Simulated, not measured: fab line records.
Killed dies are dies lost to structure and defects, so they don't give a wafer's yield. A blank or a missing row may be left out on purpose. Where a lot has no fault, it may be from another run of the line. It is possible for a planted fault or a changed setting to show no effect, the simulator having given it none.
What tool caused it? :: flow gf180mcu :: Sampling: 24 lots, 72 wafers, 6 of 602 route steps

## WHAT EACH GAUGE READ, for each wafer
GF_V4_CD_MEAS_14 targets a cd of 260 nm.
lot: L074
measured: day 24 09:57
on: cd-sem-02
cd-nm (nm): 259.9 260.6 260.3

lot: L075
measured: day 24 23:33
on: cd-sem-01
cd-nm (nm): 261.6 260.6 260.6

lot: L076
measured: day 25 15:49
on: cd-sem-01
cd-nm (nm): 259.2 258.4 258.5

lot: L077
measured: day 25 16:25
on: cd-sem-01
cd-nm (nm): 260.7 259.8 261.2

lot: L078
measured: day 26 08:40
on: cd-sem-01
cd-nm (nm): 261.3 260.6 260.7

lot: L079
measured: day 26 10:05
on: cd-sem-02
cd-nm (nm): 259.9 262.2 258.7

lot: L080
measured: day 26 17:11
on: cd-sem-01
cd-nm (nm): 260.0 260.5 261.2

lot: L081
measured: day 27 05:43
on: cd-sem-02
cd-nm (nm): 262.0 261.1 260.5

lot: L082
measured: day 27 09:24
on: cd-sem-01
cd-nm (nm): 260.4 260.1 260.7

lot: L083
measured: day 27 11:16
on: cd-sem-02
cd-nm (nm): 257.3 258.8 259.2

lot: L084
measured: day 27 16:28
on: cd-sem-02
cd-nm (nm): 258.5 258.8 259.2

lot: L085
measured: day 28 02:38
on: cd-sem-01
cd-nm (nm): 258.8 260.6 261.2

lot: L086
measured: day 28 08:34
on: cd-sem-02
cd-nm (nm): 260.4 259.7 260.2

lot: L087
measured: day 28 13:45
on: cd-sem-02
cd-nm (nm): 259.5 260.0 260.9

lot: L088
measured: day 29 01:03
on: cd-sem-01
cd-nm (nm): 262.3 261.7 261.6

lot: L089
measured: day 29 04:26
on: cd-sem-01
cd-nm (nm): 261.1 261.7 262.1

lot: L090
measured: day 29 12:33
on: cd-sem-01
cd-nm (nm): 261.4 261.0 261.7

lot: L091
measured: day 29 21:06
on: cd-sem-01
cd-nm (nm): 259.1 259.2 258.9

lot: L092
measured: day 29 22:03
on: cd-sem-01
cd-nm (nm): 259.9 259.6 260.8

lot: L093
measured: day 30 06:03
on: cd-sem-01
cd-nm (nm): 259.0 258.7 259.8

lot: L094
measured: day 30 05:24
on: cd-sem-01
cd-nm (nm): 262.2 260.2 262.6

lot: L095
measured: day 30 20:03
on: cd-sem-02
cd-nm (nm): 261.5 261.0 262.2

lot: L096
measured: day 31 01:18
on: cd-sem-02
cd-nm (nm): 261.9 262.1 261.5

lot: L097
measured: day 31 09:28
on: cd-sem-01
cd-nm (nm): 261.4 261.1 260.7

## WHAT TOOL EACH LOT RAN ON (gives the tool, then ch and the chambers of the sampled wafers, and finally the start)
lot: L074
GF_CONTACT_CMP_04: cmp-01 ch 0,2, day 15 02:53
GF_V1_ETCH_16: rie-diel-02 ch 0,1, day 18 02:32
GF_V1_SPUTTER_22: pvd-sputter-04, day 18 03:16
GF_V2_CVD_02: pecvd-02 ch 0,1,2, day 19 05:43
GF_V3_CVD_02: pecvd-01 ch 0,1,2, day 21 09:26

lot: L075
GF_CONTACT_CMP_04: cmp-01 ch 0,1, day 15 19:02
GF_V1_ETCH_16: rie-diel-01 ch 1,2,3, day 18 19:38
GF_V1_SPUTTER_22: pvd-sputter-02, day 18 20:22
GF_V2_CVD_02: pecvd-03 ch 1, day 19 22:54
GF_V3_CVD_02: pecvd-03 ch 0,1,2, day 22 01:16

lot: L076
GF_CONTACT_CMP_04: cmp-02 ch 0,1,3, day 16 11:18
GF_V1_ETCH_16: rie-diel-04 ch 1,2, day 19 12:41
GF_V1_SPUTTER_22: pvd-sputter-02, day 19 13:25
GF_V2_CVD_02: pecvd-03 ch 1,2, day 20 15:17
GF_V3_CVD_02: pecvd-03 ch 0,1,2, day 22 17:33

lot: L077
GF_CONTACT_CMP_04: cmp-02 ch 0,2,3, day 16 12:31
GF_V1_ETCH_16: rie-diel-02 ch 0,2,3, day 19 13:25
GF_V1_SPUTTER_22: pvd-sputter-04, day 19 14:08
GF_V2_CVD_02: pecvd-02 ch 0,1,2, day 20 15:55
GF_V3_CVD_02: pecvd-04 ch 0,1,2, day 22 18:02

lot: L078
GF_CONTACT_CMP_04: cmp-02 ch 0,1,3, day 17 03:44
GF_V1_ETCH_16: rie-diel-02 ch 0,2,3, day 20 07:52
GF_V1_SPUTTER_22: pvd-sputter-02, day 20 08:38
GF_V2_CVD_02: pecvd-02 ch 0,1,2, day 21 10:34
GF_V3_CVD_02: pecvd-03 ch 0,1,2, day 23 11:58

lot: L079
GF_CONTACT_CMP_04: cmp-01 ch 0,1, day 17 05:20
GF_V1_ETCH_16: rie-diel-01 ch 1,2, day 20 09:11
GF_V1_SPUTTER_22: pvd-sputter-02, day 20 09:55
GF_V2_CVD_02: pecvd-02 ch 1,2, day 21 12:31
GF_V3_CVD_02: pecvd-01 ch 0,1,2, day 23 13:09

lot: L080
GF_CONTACT_CMP_04: cmp-02 ch 0,1,3, day 17 17:26
GF_V1_ETCH_16: rie-diel-01 ch 0,1,3, day 20 19:41
GF_V1_SPUTTER_22: pvd-sputter-02, day 20 20:24
GF_V2_CVD_02: pecvd-04 ch 0,2, day 21 22:08
GF_V3_CVD_02: pecvd-04 ch 0,2, day 23 22:29

lot: L081
GF_CONTACT_CMP_04: cmp-02 ch 2,3, day 18 04:27
GF_V1_ETCH_16: rie-diel-01 ch 0,1,2, day 21 09:05
GF_V1_SPUTTER_22: pvd-sputter-02, day 21 09:49
GF_V2_CVD_02: pecvd-02 ch 0,1,2, day 22 10:50
GF_V3_CVD_02: pecvd-01 ch 0,2, day 24 10:55

lot: L082
GF_CONTACT_CMP_04: cmp-01 ch 0,3, day 18 08:34
GF_V1_ETCH_16: rie-diel-02 ch 0,1,2, day 21 11:34
GF_V1_SPUTTER_22: pvd-sputter-04, day 21 12:19
GF_V2_CVD_02: pecvd-03 ch 0,1,2, day 22 13:08
GF_V3_CVD_02: pecvd-04 ch 0,1,2, day 24 13:16

lot: L083
GF_CONTACT_CMP_04: cmp-02 ch 0,1,2, day 18 10:58
GF_V1_ETCH_16: rie-diel-02 ch 2,3, day 21 14:46
GF_V1_SPUTTER_22: pvd-sputter-02, day 21 15:32
GF_V2_CVD_02: pecvd-02 ch 0,1,2, day 22 17:10
GF_V3_CVD_02: pecvd-03 ch 2, day 24 16:53

lot: L084
GF_CONTACT_CMP_04: cmp-02 ch 0,1,3, day 18 21:00
GF_V1_ETCH_16: rie-diel-01 ch 1,2,3, day 21 23:49
GF_V1_SPUTTER_22: pvd-sputter-03, day 22 00:33
GF_V2_CVD_02: pecvd-02 ch 0,1, day 23 00:36
GF_V3_CVD_02: pecvd-03 ch 1,2, day 24 22:52

lot: L085
GF_CONTACT_CMP_04: cmp-01 ch 0,1,2, day 19 06:04
GF_V1_ETCH_16: rie-diel-01 ch 0,2,3, day 22 09:10
GF_V1_SPUTTER_22: pvd-sputter-02, day 22 09:54
GF_V2_CVD_02: pecvd-04 ch 0,1, day 23 10:36
GF_V3_CVD_02: pecvd-03 ch 1,2, day 25 10:01

lot: L086
GF_CONTACT_CMP_04: cmp-01 ch 1,2,3, day 19 13:15
GF_V1_ETCH_16: rie-diel-02 ch 0,2,3, day 22 15:38
GF_V1_SPUTTER_22: pvd-sputter-02, day 22 16:22
GF_V2_CVD_02: pecvd-04 ch 0,1,2, day 23 16:55
GF_V3_CVD_02: pecvd-04 ch 1,2, day 25 16:33

lot: L087
GF_CONTACT_CMP_04: cmp-01 ch 2,3, day 19 22:25
GF_V1_ETCH_16: rie-diel-02 ch 1,3, day 22 23:20
GF_V1_SPUTTER_22: pvd-sputter-03, day 23 00:04
GF_V2_CVD_02: pecvd-02 ch 0,1, day 24 00:04
GF_V3_CVD_02: pecvd-04 ch 0,2, day 25 22:20

lot: L088
GF_CONTACT_CMP_04: cmp-01 ch 2,3, day 20 09:24
GF_V1_ETCH_16: rie-diel-02 ch 0,2,3, day 23 11:11
GF_V1_SPUTTER_22: pvd-sputter-02, day 23 11:55
GF_V2_CVD_02: pecvd-02 ch 0,1,2, day 24 11:27
GF_V3_CVD_02: pecvd-04 ch 0,1, day 26 09:54

lot: L089
GF_CONTACT_CMP_04: cmp-02 ch 0,1,3, day 20 12:43
GF_V1_ETCH_16: rie-diel-01 ch 0,1,3, day 23 14:40
GF_V1_SPUTTER_22: pvd-sputter-03, day 23 15:29
GF_V2_CVD_02: pecvd-04 ch 0,1,2, day 24 15:29
GF_V3_CVD_02: pecvd-04 ch 0,1,2, day 26 13:34

lot: L090
GF_CONTACT_CMP_04: cmp-01 ch 0,1,3, day 21 01:11
GF_V1_ETCH_16: rie-diel-02 ch 0,3, day 24 00:16
GF_V1_SPUTTER_22: pvd-sputter-04, day 24 00:59
GF_V2_CVD_02: pecvd-02 ch 0,2, day 25 00:35
GF_V3_CVD_02: pecvd-04 ch 0,2, day 26 21:23

lot: L091
GF_CONTACT_CMP_04: cmp-02 ch 0,2,3, day 21 07:59
GF_V1_ETCH_16: rie-diel-01 ch 0,2,3, day 24 09:11
GF_V1_SPUTTER_22: pvd-sputter-03, day 24 09:55
GF_V2_CVD_02: pecvd-04 ch 1,2, day 25 09:19
GF_V3_CVD_02: pecvd-03 ch 0,1,2, day 27 05:47

lot: L092
GF_CONTACT_CMP_04: cmp-02 ch 2,3, day 21 11:49
GF_V1_ETCH_16: rie-diel-01 ch 0,3, day 24 11:04
GF_V1_SPUTTER_22: pvd-sputter-04, day 24 11:47
GF_V2_CVD_02: pecvd-04 ch 0,1,2, day 25 11:15
GF_V3_CVD_02: pecvd-03 ch 0,1, day 27 07:55

lot: L093
GF_CONTACT_CMP_04: cmp-02 ch 1,2,3, day 21 17:28
GF_V1_ETCH_16: rie-diel-01 ch 1,3, day 24 18:17
GF_V1_SPUTTER_22: pvd-sputter-04, day 24 19:01
GF_V2_CVD_02: pecvd-03 ch 0,1, day 25 18:18
GF_V3_CVD_02: pecvd-04 ch 0,1,2, day 27 14:20

lot: L094
GF_CONTACT_CMP_04: cmp-01 ch 0,1,2, day 21 23:57
GF_V1_ETCH_16: rie-diel-01 ch 1,2,3, day 24 21:08
GF_V1_SPUTTER_22: pvd-sputter-02, day 24 21:52
GF_V2_CVD_02: pecvd-04 ch 0,1, day 25 20:54
GF_V3_CVD_02: pecvd-03 ch 1,2, day 27 16:21

lot: L095
GF_CONTACT_CMP_04: cmp-01 ch 1,2,3, day 22 13:13
GF_V1_ETCH_16: rie-diel-02 ch 0,1,2, day 25 11:38
GF_V1_SPUTTER_22: pvd-sputter-04, day 25 12:22
GF_V2_CVD_02: pecvd-02 ch 0,2, day 26 11:23
GF_V3_CVD_02: pecvd-01 ch 1,2, day 28 06:52

lot: L096
GF_CONTACT_CMP_04: cmp-01 ch 1,2, day 22 20:04
GF_V1_ETCH_16: rie-diel-02 ch 0,2,3, day 25 18:37
GF_V1_SPUTTER_22: pvd-sputter-02, day 25 19:22
GF_V2_CVD_02: pecvd-04 ch 1,2, day 26 18:04
GF_V3_CVD_02: pecvd-01 ch 0,1, day 28 12:37

lot: L097
GF_CONTACT_CMP_04: cmp-01 ch 0,2,3, day 23 08:19
GF_V1_ETCH_16: rie-diel-01 ch 0,1,3, day 26 04:28
GF_V1_SPUTTER_22: pvd-sputter-04, day 26 05:14
GF_V2_CVD_02: pecvd-03 ch 1,2, day 27 03:55
GF_V3_CVD_02: pecvd-01 ch 1,2, day 28 21:33
- GF_CONTACT_CMP_04: polishes SiO2.
- GF_V1_ETCH_16: etches BARC in N2/H2.
- GF_V1_SPUTTER_22: material TiN, target thk 10 nm, time 40 s.
- GF_V2_CVD_02: deposits SiO2 from TEOS, target thk 850 nm, time 94.851 s.
- GF_V3_CVD_02: deposits SiO2 from TEOS, target thk 850 nm, time 94.851 s.

## AS READ BY THE TOOLS THEMSELVES (means over the sampled wafers that have a number; for cases with no such wafer, the mark the record gives instead)
GF_CONTACT_CMP_04.
lot: L074
tool: cmp-01
head-pressure-psi (psi): 3.991
motor-current-A (A): 12.3
time-to-endpoint-s (s): 106

lot: L075
tool: cmp-01
head-pressure-psi (psi): 3.996
motor-current-A (A): 12.5
time-to-endpoint-s (s): 111

lot: L076
tool: cmp-02
head-pressure-psi (psi): 4.005
motor-current-A (A): 12.8
time-to-endpoint-s (s): 111

lot: L077
tool: cmp-02
head-pressure-psi (psi): 4.001
motor-current-A (A): 13.3
time-to-endpoint-s (s): 111

lot: L078
tool: cmp-02
head-pressure-psi (psi): 3.995
motor-current-A (A): 13.0
time-to-endpoint-s (s): 114

lot: L079
tool: cmp-01
head-pressure-psi (psi): 4.007
motor-current-A (A): 12.0
time-to-endpoint-s (s): 120

lot: L080
tool: cmp-02
head-pressure-psi (psi): 4.008
motor-current-A (A): 12.9
time-to-endpoint-s (s): 113

lot: L081
tool: cmp-02
head-pressure-psi (psi): 4.001
motor-current-A (A): 13.7
time-to-endpoint-s (s): 119

lot: L082
tool: cmp-01
head-pressure-psi (psi): 4.004
motor-current-A (A): 12.0
time-to-endpoint-s (s): 104

lot: L083
tool: cmp-02
head-pressure-psi (psi): 3.998
motor-current-A (A): 12.8
time-to-endpoint-s (s): 110

lot: L084
tool: cmp-02
head-pressure-psi (psi): 3.999
motor-current-A (A): 12.7
time-to-endpoint-s (s): 114

lot: L085
tool: cmp-01
head-pressure-psi (psi): 4.007
motor-current-A (A): 11.8
time-to-endpoint-s (s): 113

lot: L086
tool: cmp-01
head-pressure-psi (psi): 4.001
motor-current-A (A): 11.6
time-to-endpoint-s (s): 109

lot: L087
tool: cmp-01
head-pressure-psi (psi): 3.997
motor-current-A (A): 11.7
time-to-endpoint-s (s): 109

lot: L088
tool: cmp-01
head-pressure-psi (psi): 4.009
motor-current-A (A): 12.1
time-to-endpoint-s (s): 116

lot: L089
tool: cmp-02
head-pressure-psi (psi): 3.995
motor-current-A (A): 12.9
time-to-endpoint-s (s): 115

lot: L090
tool: cmp-01
head-pressure-psi (psi): 3.994
motor-current-A (A): 12.2
time-to-endpoint-s (s): 112

lot: L091
tool: cmp-02
head-pressure-psi (psi): 3.986
motor-current-A (A): 13.1
time-to-endpoint-s (s): 119

lot: L092
tool: cmp-02
head-pressure-psi (psi): 3.995
motor-current-A (A): 13.3
time-to-endpoint-s (s): 116

lot: L093
tool: cmp-02
head-pressure-psi (psi): 3.992
motor-current-A (A): 13.2
time-to-endpoint-s (s): 110

lot: L094
tool: cmp-01
head-pressure-psi (psi): 3.999
motor-current-A (A): 12.3
time-to-endpoint-s (s): 107

lot: L095
tool: cmp-01
head-pressure-psi (psi): 4.000
motor-current-A (A): 11.6
time-to-endpoint-s (s): 106

lot: L096
tool: cmp-01
head-pressure-psi (psi): 4.001
motor-current-A (A): 12.4
time-to-endpoint-s (s): 119

lot: L097
tool: cmp-01
head-pressure-psi (psi): 3.999
motor-current-A (A): 11.6
time-to-endpoint-s (s): 108

GF_V1_ETCH_16.
lot: L074
tool: rie-diel-02
drypump-motor-current-A (A): 4.9
oes-product-au (a.u.): 0.853
throttle-valve-pct (%): 13.223

lot: L075
tool: rie-diel-01
drypump-motor-current-A (A): 5.6
oes-product-au (a.u.): 0.852
throttle-valve-pct (%): 13.230

lot: L076
tool: rie-diel-04
drypump-motor-current-A (A): 5.7
oes-product-au (a.u.): 0.853
throttle-valve-pct (%): 13.223

lot: L077
tool: rie-diel-02
drypump-motor-current-A (A): 5.3
oes-product-au (a.u.): 0.855
throttle-valve-pct (%): 13.216

lot: L078
tool: rie-diel-02
drypump-motor-current-A (A): 5.3
oes-product-au (a.u.): 0.857
throttle-valve-pct (%): 13.228

lot: L079
tool: rie-diel-01
drypump-motor-current-A (A): 5.5
oes-product-au (a.u.): 0.855
throttle-valve-pct (%): 13.232

lot: L080
tool: rie-diel-01
drypump-motor-current-A (A): 5.9
oes-product-au (a.u.): 0.854
throttle-valve-pct (%): 13.218

lot: L081
tool: rie-diel-01
drypump-motor-current-A (A): 5.6
oes-product-au (a.u.): 0.857
throttle-valve-pct (%): 13.228

lot: L082
tool: rie-diel-02
drypump-motor-current-A (A): 5.2
oes-product-au (a.u.): 0.855
throttle-valve-pct (%): 13.222

lot: L083
tool: rie-diel-02
drypump-motor-current-A (A): 5.6
oes-product-au (a.u.): 0.855
throttle-valve-pct (%): 13.228

lot: L084
tool: rie-diel-01
drypump-motor-current-A (A): 5.6
oes-product-au (a.u.): 0.861
throttle-valve-pct (%): 13.217

lot: L085
tool: rie-diel-01
drypump-motor-current-A (A): 5.7
oes-product-au (a.u.): 0.853
throttle-valve-pct (%): 13.225

lot: L086
tool: rie-diel-02
drypump-motor-current-A (A): 5.3
oes-product-au (a.u.): 0.854
throttle-valve-pct (%): 13.223

lot: L087
tool: rie-diel-02
drypump-motor-current-A (A): 5.1
oes-product-au (a.u.): 0.857
throttle-valve-pct (%): 13.221

lot: L088
tool: rie-diel-02
drypump-motor-current-A (A): 5.3
oes-product-au (a.u.): 0.856
throttle-valve-pct (%): 13.225

lot: L089
tool: rie-diel-01
drypump-motor-current-A (A): 5.9
oes-product-au (a.u.): 0.855
throttle-valve-pct (%): 13.218

lot: L090
tool: rie-diel-02
drypump-motor-current-A (A): 5.1
oes-product-au (a.u.): 0.852
throttle-valve-pct (%): 13.222

lot: L091
tool: rie-diel-01
drypump-motor-current-A (A): 5.7
oes-product-au (a.u.): 0.859
throttle-valve-pct (%): 13.224

lot: L092
tool: rie-diel-01
drypump-motor-current-A (A): 6.0
oes-product-au (a.u.): 0.854
throttle-valve-pct (%): 13.228

lot: L093
tool: rie-diel-01
drypump-motor-current-A (A): 5.7
oes-product-au (a.u.): 0.851
throttle-valve-pct (%): 13.234

lot: L094
tool: rie-diel-01
drypump-motor-current-A (A): 5.6
oes-product-au (a.u.): 0.858
throttle-valve-pct (%): 13.228

lot: L095
tool: rie-diel-02
drypump-motor-current-A (A): 5.2
oes-product-au (a.u.): 0.856
throttle-valve-pct (%): 13.220

lot: L096
tool: rie-diel-02
drypump-motor-current-A (A): 5.3
oes-product-au (a.u.): 0.860
throttle-valve-pct (%): 13.219

lot: L097
tool: rie-diel-01
drypump-motor-current-A (A): 5.9
oes-product-au (a.u.): 0.851
throttle-valve-pct (%): 13.221

GF_V1_SPUTTER_22.
lot: L074
tool: pvd-sputter-04
throttle-valve-pct (%): 30.3

lot: L075
tool: pvd-sputter-02
throttle-valve-pct (%): 30.6

lot: L076
tool: pvd-sputter-02
throttle-valve-pct (%): 30.1

lot: L077
tool: pvd-sputter-04
throttle-valve-pct (%): 30.3

lot: L078
tool: pvd-sputter-02
throttle-valve-pct (%): 30.5

lot: L079
tool: pvd-sputter-02
throttle-valve-pct (%): 29.5

lot: L080
tool: pvd-sputter-02
throttle-valve-pct (%): 30.5

lot: L081
tool: pvd-sputter-02
throttle-valve-pct (%): 29.9

lot: L082
tool: pvd-sputter-04
throttle-valve-pct (%): 30.5

lot: L083
tool: pvd-sputter-02
throttle-valve-pct (%): 30.4

lot: L084
tool: pvd-sputter-03
throttle-valve-pct (%): 30.6

lot: L085
tool: pvd-sputter-02
throttle-valve-pct (%): 30.3

lot: L086
tool: pvd-sputter-02
throttle-valve-pct (%): 30.3

lot: L087
tool: pvd-sputter-03
throttle-valve-pct (%): 29.6

lot: L088
tool: pvd-sputter-02
throttle-valve-pct (%): 30.9

lot: L089
tool: pvd-sputter-03
throttle-valve-pct (%): 29.6

lot: L090
tool: pvd-sputter-04
throttle-valve-pct (%): 30.5

lot: L091
tool: pvd-sputter-03
throttle-valve-pct (%): 30.8

lot: L092
tool: pvd-sputter-04
throttle-valve-pct (%): 30.3

lot: L093
tool: pvd-sputter-04
throttle-valve-pct (%): 30.5

lot: L094
tool: pvd-sputter-02
throttle-valve-pct (%): 30.8

lot: L095
tool: pvd-sputter-04
throttle-valve-pct (%): 30.3

lot: L096
tool: pvd-sputter-02
throttle-valve-pct (%): 30.8

lot: L097
tool: pvd-sputter-04
throttle-valve-pct (%): 30.7

GF_V2_CVD_02.
lot: L074
tool: pecvd-02
heater-power-w (W): 696

lot: L075
tool: pecvd-03
heater-power-w (W): 578

lot: L076
tool: pecvd-03
heater-power-w (W): 739

lot: L077
tool: pecvd-02
heater-power-w (W): 698

lot: L078
tool: pecvd-02
heater-power-w (W): 772

lot: L079
tool: pecvd-02
heater-power-w (W): 772

lot: L080
tool: pecvd-04
heater-power-w (W): 661

lot: L081
tool: pecvd-02
heater-power-w (W): 767

lot: L082
tool: pecvd-03
heater-power-w (W): 686

lot: L083
tool: pecvd-02
heater-power-w (W): 752

lot: L084
tool: pecvd-02
heater-power-w (W): 722

lot: L085
tool: pecvd-04
heater-power-w (W): 628

lot: L086
tool: pecvd-04
heater-power-w (W): 626

lot: L087
tool: pecvd-02
heater-power-w (W): 732

lot: L088
tool: pecvd-02
heater-power-w (W): 747

lot: L089
tool: pecvd-04
heater-power-w (W): 703

lot: L090
tool: pecvd-02
heater-power-w (W): 619

lot: L091
tool: pecvd-04
heater-power-w (W): 673

lot: L092
tool: pecvd-04
heater-power-w (W): 664

lot: L093
tool: pecvd-03
heater-power-w (W): 580

lot: L094
tool: pecvd-04
heater-power-w (W): 655

lot: L095
tool: pecvd-02
heater-power-w (W): 644

lot: L096
tool: pecvd-04
heater-power-w (W): 684

lot: L097
tool: pecvd-03
heater-power-w (W): 611

GF_V3_CVD_02.
lot: L074
tool: pecvd-01
heater-power-w (W): 671

lot: L075
tool: pecvd-03
heater-power-w (W): 702

lot: L076
tool: pecvd-03
heater-power-w (W): 641

lot: L077
tool: pecvd-04
heater-power-w (W): 616

lot: L078
tool: pecvd-03
heater-power-w (W): 596

lot: L079
tool: pecvd-01
heater-power-w (W): 723

lot: L080
tool: pecvd-04
heater-power-w (W): 633

lot: L081
tool: pecvd-01
heater-power-w (W): 757

lot: L082
tool: pecvd-04
heater-power-w (W): 609

lot: L083
tool: pecvd-03
heater-power-w (W): 764

lot: L084
tool: pecvd-03
heater-power-w (W): 734

lot: L085
tool: pecvd-03
heater-power-w (W): 635

lot: L086
tool: pecvd-04
heater-power-w (W): 676

lot: L087
tool: pecvd-04
heater-power-w (W): 583

lot: L088
tool: pecvd-04
heater-power-w (W): 601

lot: L089
tool: pecvd-04
heater-power-w (W): 640

lot: L090
tool: pecvd-04
heater-power-w (W): 660

lot: L091
tool: pecvd-03
heater-power-w (W): 659

lot: L092
tool: pecvd-03
heater-power-w (W): 590

lot: L093
tool: pecvd-04
heater-power-w (W): 667

lot: L094
tool: pecvd-03
heater-power-w (W): 636

lot: L095
tool: pecvd-01
heater-power-w (W): 774

lot: L096
tool: pecvd-01
heater-power-w (W): 632

lot: L097
tool: pecvd-01
heater-power-w (W): 754

## THE ANSWER, worked out from the rows above alone
Rule: the usual values come from the lots themselves. Put in order of their means at a reading, lots are off if they are a third of the lots or fewer, leave a main group of 4 or more, and stand apart from it by a gap of 3 or more times the standard deviation of the main group's means; of several such gaps the widest counts. A main group is skipped when, at the precision printed for the reading in the tables above, its means are all equal. A lot without any number at a reading at which 4 lots or more have one is off too. All remaining lots with rows at the step are treated as sound. The gauges are gone through in route order, then the tools' own readings, and for those a lot's mean is taken as printed above. At the first step where some lot is off, the reading lying furthest off is the one used; lots without a number count as furthest.
Nothing can be told from this: no lot is off at any reading shown.

## WHAT WAS PUT IN BY THE SIMULATOR
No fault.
